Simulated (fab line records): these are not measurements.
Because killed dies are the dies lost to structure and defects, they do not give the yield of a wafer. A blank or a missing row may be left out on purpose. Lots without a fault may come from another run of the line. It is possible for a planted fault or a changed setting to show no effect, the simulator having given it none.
A lot that was struck, set against a sound lot + flow gf180mcu + 16 out of 602 route steps
Sound: wafers L215.1, L215.4, L215.5. Struck: wafers L224.1, L224.6 (left out: L224.4, a lot-mate that was not struck); the cause follows at the end.
At each step with rows: each side's tool, then ch and its chambers, then its first start. Under that, the readings that differ: sound wafers + struck wafers + difference of the means + sigmas: that difference in standard deviations of wafers without a fault.
alike: words and numbers the same on both sides, and readings whose means are apart by under 2 such deviations; not compared: readings that were withheld, readings missing a value for some wafer, numbers with overlapping values and no deviation given by the record, and bounds like >300 which may hide the same value.
A row with sigmas, a row that says differs or no value, or rows on one side alone: a step with any of these is where the two part. Non-overlapping numbers with no deviation appear without sigmas and do not part them. A reading that every wafer of one side lacks parts them only if that side has two wafers or more.

GF_M4_SPUTTER_04: material TiN, target thk 50 nm, time 41.7 s.
  struck on pvdSputter-01, day 26 05:07; sound on pvdSputter-03, day 23 03:36
  alike: throttleValvePct
GF_M4_RS_MEAS_05: measurement is done with a four-point probe.
  struck on filmMetro-03, day 26 05:10; sound on filmMetro-02, day 23 03:38
  alike: M4_ALCU_RS
GF_M4_THK_MEAS_06: measures by xrf.
  struck on filmMetro-03, day 26 05:17; sound on filmMetro-02, day 23 03:46
  alike: M4_ALCU_THK
then, 7 steps without rows for these wafers: GF_M4_DEHYDRATE_07 (time 60 s); GF_M4_HMDS_08 (prime time 60 s); GF_M4_COAT_09 (resist thk 1000 nm); GF_M4_SOFTBAKE_10 (time 60 s); GF_M4_EXPOSE_11 (exposes mask Metal4, target cd 280 nm); GF_M4_PEB_12 (peb time 90 s); GF_M4_DEVELOP_13 (develop time 60 s).
GF_M4_CD_MEAS_14 targets a cd of 280 nm.
  struck on cdSem-02, day 27 01:50; sound on cdSem-02, day 24 01:04
  alike: cdNm
GF_M4_OVL_MEAS_15:
  struck on overlay-01, day 27 01:57; sound on overlay-02, day 24 01:11
  alike: M4_OVL
GF_M4_METAL_ETCH_16: etches the open film in Cl2/BCl3, stops on SiO2, target depth 627.5 nm, time 104.6 s.
  sound on rieMetal-02 ch 0, day 24 01:13; struck on rieMetal-02 ch 1, day 27 01:59
| reading                            | sound                | struck        | difference | sigmas |
|------------------------------------|----------------------|---------------|------------|--------|
| oesProductAu (a.u.)                | 0.970 0.979 0.968    | 0.878 0.886   | -0.090     | -13    |
| throttleValvePct (%)               | 28.250 28.231 28.247 | 28.347 28.337 | +0.099     | +10    |
| model.M4.featureDepthNm (nm)       | 595.7 601.7 602.7    | 509.1 513.1   | -88.9      |        |
| model.etch.depthNm (nm)            | 595.7 601.7 602.7    | 509.1 513.1   | -88.9      |        |
| model.KrF_of_M4_COAT_09.thkNm (nm) | 728.1 729.2 727.9    | 786.1 784.2   | +56.8      |        |
  alike: drypumpMotorCurrentA, rfFwdPowerW
  not compared: rfHoursCounterH
GF_M4_STRIP_17: strips in O2/N2.
  sound on plasmaAsher-01 ch 0,1, day 24 01:20; struck on plasmaAsher-01 ch 0, day 27 02:05
| reading                  | sound             | struck      | difference | sigmas |
|--------------------------|-------------------|-------------|------------|--------|
| oesProductAu (a.u.)      | 0.562 0.548 0.565 | 0.579 0.576 | +0.019     | +4     |
| stripTimeToEndpointS (s) | 7.82 7.82 7.80    | 8.37 8.35   | +0.55      | +11    |
  alike: drypumpMotorCurrentA, heaterPowerW
  not compared: rfHoursCounterH
then, 1 step without rows for these wafers: GF_M4_STRIP_18 (strips in post etch residue remover, time 1200 s).
-- the record jumps here: 5 days lie between the struck wafers' starts before and after (it left off in module M4 and takes up again in module PASSIVATION, whose first step shown is number 602 of the route) --
GF_PASSIVATION_PROBE_99:
  struck on prober-02, day 32 06:27; sound on prober-01, day 29 16:10
| reading                              | sound | struck | difference | sigmas |
|--------------------------------------|-------|--------|------------|--------|
| model.etest.pDrift.short             | 0 0 0 | 1 1    | +1         |        |
| model.etest.nldd_6p0.short           | 0 0 0 | 1 1    | +1         |        |
| model.etest.pldd_3p3.short           | 0 0 0 | 1 1    | +1         |        |
| model.etest.capMim.overLimit         | 0 0 0 | 1 1    | +1         |        |
| model.etest.met2Comb.overLimit       | 0 0 0 | 1 1    | +1         |        |
| model.etest.nplusSal.short           | 0 0 0 | 1 1    | +1         |        |
| model.etest.diodeDnwellSub.overLimit | 0 0 0 | 1 1    | +1         |        |
| model.etest.met1Comb.overLimit       | 0 0 0 | 1 1    | +1         |        |

== WHERE THEY PART ==
First at GF_M4_METAL_ETCH_16; last, within this record, at GF_M4_STRIP_17.

WHY: what the simulator had put in
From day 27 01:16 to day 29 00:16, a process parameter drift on rieMetal-02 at GF_M4_METAL_ETCH_16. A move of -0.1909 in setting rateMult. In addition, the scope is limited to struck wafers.
